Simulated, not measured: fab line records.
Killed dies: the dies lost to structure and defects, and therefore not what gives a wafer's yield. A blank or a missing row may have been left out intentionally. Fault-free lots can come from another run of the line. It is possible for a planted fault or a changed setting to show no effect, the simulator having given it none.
8D (eight disciplines) problem report, filled in by code || flow sky130 || the parts of the form that need people (team, actions taken, sign-off) are left out

## 1. THE ISSUE
Across 2 wafers from 2 lots, METAL5_ALCU_RS at SKY_METAL5_RS_MEAS_05 averages 0.02991 ohm/sq, while fault-free wafers read 0.02706 ohm/sq with a standard deviation of 0.00027. Measured from the usual mean, that is +11 standard deviations.
The step: measures by four-point-probe.
First seen on wafer L104.2, day 46 13:44, on film-metro-02. The record holds 18 wafers of 6 lots with a number at this step. The rule behind "out" and "out of limits": a value lying over 4 standard deviations away from the usual mean. All remaining wafers that have a number are taken as sound.

## 2. WHAT IT IS AND WHAT IT IS NOT
{"question": "which readings at this step", "is": "METAL5_ALCU_RS", "is not": "-"}
{"question": "which lots", "is": "L104, L109", "is not": "L101, L107, L115, L995"}
{"question": "which wafers of those lots", "is": "L104.2, L109.1", "is not": "L104.3, L104.6, L109.2, L109.6"}
{"question": "read on which gauges", "is": "film-metro-01, film-metro-02", "is not": "film-metro-03"}
{"question": "when", "is": "from day 46 13:44", "is not": "up to then (8 sound wafers); but 8 sound wafers of L107, L109, L115 came after"}

## 3. SUSPECTS, AND WHAT RULES EACH OUT
Counting: any tool at a process step up to the reading remains a suspect provided it ran every lot that is out. Sound lots after the first of them don't rule it out here, since some wafers of a struck lot are sound.
- the gauge at SKY_METAL5_RS_MEAS_05: ruled out. Those wafers that are out were read across 2 gauges (film-metro-01, film-metro-02).
- pvd-sputter-01 at SKY_METAL5_SPUTTER_01 (material TiN, target thk 20 nm, time 16.7 s): kept. Ran every lot that is out, first one L104 (day 46 13:35); last sound lot up to then L101 (day 44 21:38).
- pvd-sputter-01 at SKY_METAL5_SPUTTER_02 (material AlCu, target thk 1150 nm, time 61.2 s): kept. Ran every lot that is out, first one L104 (day 46 13:36); last sound lot up to then L101 (day 44 21:40).
What counting leaves: pvd-sputter-01 at SKY_METAL5_SPUTTER_01 and pvd-sputter-01 at SKY_METAL5_SPUTTER_02.

## 4. THE CAUSE (what the simulator had put in)
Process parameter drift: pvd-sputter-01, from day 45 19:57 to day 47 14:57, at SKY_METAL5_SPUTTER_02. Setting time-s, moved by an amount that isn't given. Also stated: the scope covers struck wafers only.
Counting leaves 2 suspects; this tool is one of them.

## 5. THE CHAIN OF EFFECTS, in route order
Rows list readings where the struck wafers' mean (over those with a number) sits beyond 3 standard deviations from the usual. Scope: only readings with a usual standard deviation given in the record; hours: median across lots of the time from each lot's start at the first step in this table that gives one to its start at this step; sigmas: change in usual standard deviations.
{"hours": 0, "step": "SKY_METAL5_RS_MEAS_05", "reading": "METAL5_ALCU_RS", "usual": "0.02706 ohm/sq", "on struck wafers": 0.02991, "change": "+0.00285", "sigmas": "+11"}
{"hours": 3, "step": "SKY_METAL5_THK_MEAS_06", "reading": "METAL5_ALCU_THK", "usual": "1160 nm", "on struck wafers": 1049, "change": -111, "sigmas": -9.2}
{"hours": 20, "step": "SKY_METAL5_METAL_ETCH_15", "reading": "oes-product-au", "usual": "0.894 a.u.", "on struck wafers": 0.855, "change": -0.039, "sigmas": -7.7}
Process steps it contains:
- SKY_METAL5_METAL_ETCH_15: etches the open film in Cl2/BCl3, stops on SiO2, target depth 1260 nm, time 252 s.

## 6. WHAT WOULD HAVE CAUGHT IT SOONER
The first out-of-limits reading at a measuring or inspecting step in this record came at day 46 13:44, 18 hours after the fault's start at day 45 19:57.
Tool readings at SKY_METAL5_SPUTTER_02 with a usual standard deviation given in the record: none out on any struck wafer, hence no alarm at a limit of 4 standard deviations on them.
Of the lots that are out (2), L109 began SKY_METAL5_SPUTTER_02 on pvd-sputter-01 after day 46 13:44. Had the tool been put on hold then, it would have been spared.
